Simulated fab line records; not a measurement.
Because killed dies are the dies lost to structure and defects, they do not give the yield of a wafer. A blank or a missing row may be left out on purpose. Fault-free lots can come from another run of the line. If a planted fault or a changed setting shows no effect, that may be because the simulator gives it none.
A lot that was struck, set against a sound lot :: flow sky130 :: 19 out of 708 route steps
Sound: wafers L644.1, L644.2, L644.4. Struck: wafer L649.6 (L649.3, L649.4, from the same lot, were not struck and are left out); the cause is given at the end.
At each step with rows: each side's tool, then ch and its chambers, then its first start. Under that, the readings that differ: sound wafers :: struck wafers :: difference of the means :: sigmas: that difference in standard deviations of wafers without a fault.
alike: same words and numbers on both sides, and readings whose means sit less than 2 such deviations apart. not compared: any withheld reading, any reading some wafer has no value for, any bound like >300 that may hide the same value, and any number with overlapping values for which the record gives no deviation.
Wherever a step has rows on one side only, a row that says differs or no value, or a row with sigmas, the two part there. When numbers do not overlap yet have no deviation, they are printed without sigmas and do not part them. A reading that every wafer of one side lacks parts them only if that side has two wafers or more.

first, 1 step without rows for these wafers: SKY_METAL2_SPUTTER_00 (material Ti, target thk 15 nm, time 10 s).
SKY_METAL2_SPUTTER_01: material TiN, target thk 20 nm, time 16.7 s.
  sound on pvdSputter-01 at day 34 18:46; struck on pvdSputter-02 at day 36 06:59
reading: throttleValvePct (%)
sound: 29.5 29.7 29.9
struck: 30.8
difference: +1.1
sigmas: +2
SKY_METAL2_SPUTTER_02: material AlCu, target thk 250 nm, time 13.3 s.
  sound on pvdSputter-01 at day 34 18:47; struck on pvdSputter-02 at day 36 07:01
  alike: throttleValvePct
SKY_METAL2_SPUTTER_03: material Ti, target thk 5 nm, time 3.3 s.
  sound on pvdSputter-01 at day 34 18:49; struck on pvdSputter-02 at day 36 07:02
  alike: throttleValvePct
SKY_METAL2_SPUTTER_04: material TiN, target thk 70 nm, time 58.3 s.
  sound on pvdSputter-01 at day 34 18:50; struck on pvdSputter-02 at day 36 07:03
  alike: throttleValvePct
SKY_METAL2_RS_MEAS_05: measures by four-point-probe.
  sound on filmMetro-02 at day 34 18:53; struck on filmMetro-02 at day 36 07:08
  alike: METAL2_ALCU_RS
SKY_METAL2_THK_MEAS_06: measures by xrf.
  sound on filmMetro-02 at day 34 19:00; struck on filmMetro-02 at day 36 07:14
  alike: METAL2_ALCU_THK
then, 5 steps without rows for these wafers: SKY_METAL2_DEHYDRATE_07 (time 60 s); SKY_METAL2_HMDS_08 (prime time 60 s); SKY_METAL2_COAT_09 (resist thk 60 nm); SKY_METAL2_COAT_10 (resist thk 450 nm); SKY_METAL2_SOFTBAKE_11 (time 90 s).
SKY_METAL2_EXPOSE_12: exposes mask MM2, target cd 140 nm.
  sound on krfScanner-02 ch 0, day 35 08:50; struck on krfScanner-01 ch 0, day 36 20:21
  alike: mask
then, 2 steps without rows for these wafers: SKY_METAL2_PEB_13; SKY_METAL2_DEVELOP_14 (develop time 60 s).
SKY_METAL2_CD_MEAS_15: the cd target is 140 nm.
  sound on cdSem-01 at day 35 21:24; struck on cdSem-01 at day 37 09:06
  not compared: cdNm
SKY_METAL2_OVL_MEAS_16:
  sound on overlay-01 at day 35 21:31; struck on overlay-01 at day 37 09:11
  not compared: METAL2_OVL
SKY_METAL2_DESCUM_17: chemistry O2, time 8 s.
  sound on rieMetal-02 ch 0,1, day 35 21:33; struck on rieMetal-01 ch 1, day 37 09:14
reading: drypumpMotorCurrentA (A)
sound: 5.9 6.0 5.9
struck: 5.0
difference: -0.9
sigmas: -2
  alike: oesProductAu, rfFwdPowerW
  not compared: rfHoursCounterH
-- the record jumps here: 10 days lie between the struck wafers' starts before and after (it left off in module METAL2 and takes up again in module PAD_OPEN, whose first step shown is number 708 of the route) --
SKY_PAD_OPEN_PROBE_99:
  sound on prober-01 at day 46 07:41; struck on prober-02 at day 47 12:56
reading: hold
sound: - - -
struck: awaitDispo/10.1h/release
difference: no value on the sound wafers
sigmas: 

reading: defectLimitedYield (%)
sound: 84.1 82.5 81.9
struck: 0
difference: -83
sigmas: -39

reading: killed_at_M0_to_M3
sound: 42 42 44
struck: 451
difference: +408
sigmas: +53

reading: killedDies
sound: 78 86 89
struck: 492
difference: +408
sigmas: +41

reading: killedOnRim
sound: 19 12 24
struck: 96
difference: +78
sigmas: +20

reading: sort_bin_5_function (%)
sound: 10.2 9.8 10.2
struck: 92.9
difference: +82.8
sigmas: +49

reading: sortNPass
sound: 414 406 403
struck: 0
difference: -408
sigmas: -41

reading: sortYieldPct (%)
sound: 84.1 82.5 81.9
struck: 0
difference: -83
sigmas: -39
  alike: killed_at_M4_up, killedAtContacts, killedAtFrontEnd, killedAtOther, killedOpen, killedShort, sort_bin_3_pad_short, sort_bin_6_memory

== WHERE THEY PART ==
Earliest at SKY_METAL2_SPUTTER_01; latest, in this record, at SKY_PAD_OPEN_PROBE_99.

WHY: the cause the simulator had injected
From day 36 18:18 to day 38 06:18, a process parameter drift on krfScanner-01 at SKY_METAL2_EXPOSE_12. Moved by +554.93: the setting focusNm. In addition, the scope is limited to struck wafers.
